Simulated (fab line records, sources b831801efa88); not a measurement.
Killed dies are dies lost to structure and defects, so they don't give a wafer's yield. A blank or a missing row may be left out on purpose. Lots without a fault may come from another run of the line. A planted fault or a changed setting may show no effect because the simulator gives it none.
A struck lot beside a sound one | flow sky130 | 15 steps out of a route of 708
Sound: wafers L547.1, L547.4, L547.5. Struck: wafers L540.2, L540.5, L540.6. The cause comes at the end.
At each step with rows: each side's tool, then ch and its chambers, then its first start. Under that, the readings that differ: sound wafers | struck wafers | difference of the means | sigmas: that difference in standard deviations of wafers without a fault.
alike: readings whose means differ by less than 2 such deviations, and words and numbers that are the same on both sides. not compared: withheld readings, readings that some wafer has no value for, bounds like >300 that may hide the same value, and numbers for which the record gives no deviation and whose values overlap.
The two part at a step that has a row with sigmas, a row that says differs or no value, or rows on one side only. Numbers that don't overlap but have no deviation are shown without sigmas and don't part them. A reading that every wafer of one side lacks parts them only if that side has two wafers or more.

first, 6 steps without rows for these wafers: SKY_LDD_N_HMDS_01 (prime time 60 s); SKY_LDD_N_COAT_02 (resist thk 300 nm); SKY_LDD_N_SOFTBAKE_03 (time 60 s); SKY_LDD_N_EXPOSE_04 (exposes mask NTM, target cd 840 nm); SKY_LDD_N_PEB_05; SKY_LDD_N_DEVELOP_06 (develop time 60 s).
SKY_LDD_N_OVL_MEAS_07:
  sound on overlay-01, day 23 18:55; struck on overlay-02, day 21 01:23
  alike: LDD_N_OVL
then, 5 steps without rows for these wafers: SKY_LDD_N_IMPLANT_08; SKY_LDD_N_IMPLANT_09; SKY_LDD_N_IMPLANT_10; SKY_LDD_N_IMPLANT_11; SKY_LDD_N_IMPLANT_12.
SKY_LDD_N_IMPLANT_13:
  sound on implanter-02 ch 0, day 23 19:41; struck on implanter-01 ch 0, day 21 02:11
  reading            | sound                    | struck                       | difference | sigmas
  dose_ions_cm2      | 5.01e+12 4.998e+12 5e+12 | 2.063e+12 2.076e+12 2.07e+12 | -2.933e+12 | -99 or more
  faraday_current_uA | 28.5 29.7 27.6           | 11.5 11.8 12.0               | -16.8      | -28
  alike: end_station_pressure_torr
then, 1 step without rows for these wafers: SKY_LDD_N_IMPLANT_14.
-- the record jumps here: 27 days lie between the struck wafers' starts before and after (it left off in module LDD_N and takes up again in module PAD_OPEN, whose first step shown is number 708 of the route) --
SKY_PAD_OPEN_PROBE_99:
  sound on prober-02, day 49 15:56; struck on prober-01, day 48 03:33
  reading                                    | sound                | struck               | difference | sigmas
  model.etest.tip_n.rs_ohm_sq                | 444.6 442.6 443.9    | 439 438.1 436.3      | -6         |
  model.etest.nfet_01v8_lvt.vt_sat_v (V)     | 0.5309 0.5444 0.5347 | 0.5078 0.5026 0.5056 | -0.0313    |
  model.etest.nfet_01v8_turned.vt_v (V)      | 0.7058 0.7129 0.7046 | 0.677 0.6828 0.6769  | -0.029     |
  model.etest.nfet_01v8_swapped.vt_sat_v (V) | 0.651 0.6626 0.6544  | 0.6261 0.6273 0.623  | -0.0305    |
  model.etest.nfet_01v8.vt_sat_v (V)         | 0.6558 0.6571 0.6545 | 0.62 0.6223 0.6249   | -0.03      |
  model.etest.nfet_01v8_lvt.vt_v (V)         | 0.61 0.6258 0.6123   | 0.5938 0.5966 0.5891 | -0.0229    |
  model.etest.nfet_01v8_swapped.vt_v (V)     | 0.7078 0.7128 0.7072 | 0.682 0.6863 0.6795  | -0.027     |
  model.etest.nfet_01v8.vt_v (V)             | 0.708 0.7123 0.7069  | 0.6816 0.6855 0.6794 | -0.0269    |
  alike: killed_at_M0_to_M3, killed_at_M4_up, killed_at_contacts, killed_at_front_end, killed_at_other, killed_dies, killed_open, killed_short

WHERE THEY PART
Only at SKY_LDD_N_IMPLANT_13, within this record. Later steps at which nothing parts them and some readings are alike: SKY_PAD_OPEN_PROBE_99.

WHY: what the simulator had put in
Process parameter drift: implanter-01, from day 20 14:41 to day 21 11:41, at SKY_LDD_N_IMPLANT_13. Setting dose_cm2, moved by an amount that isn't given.
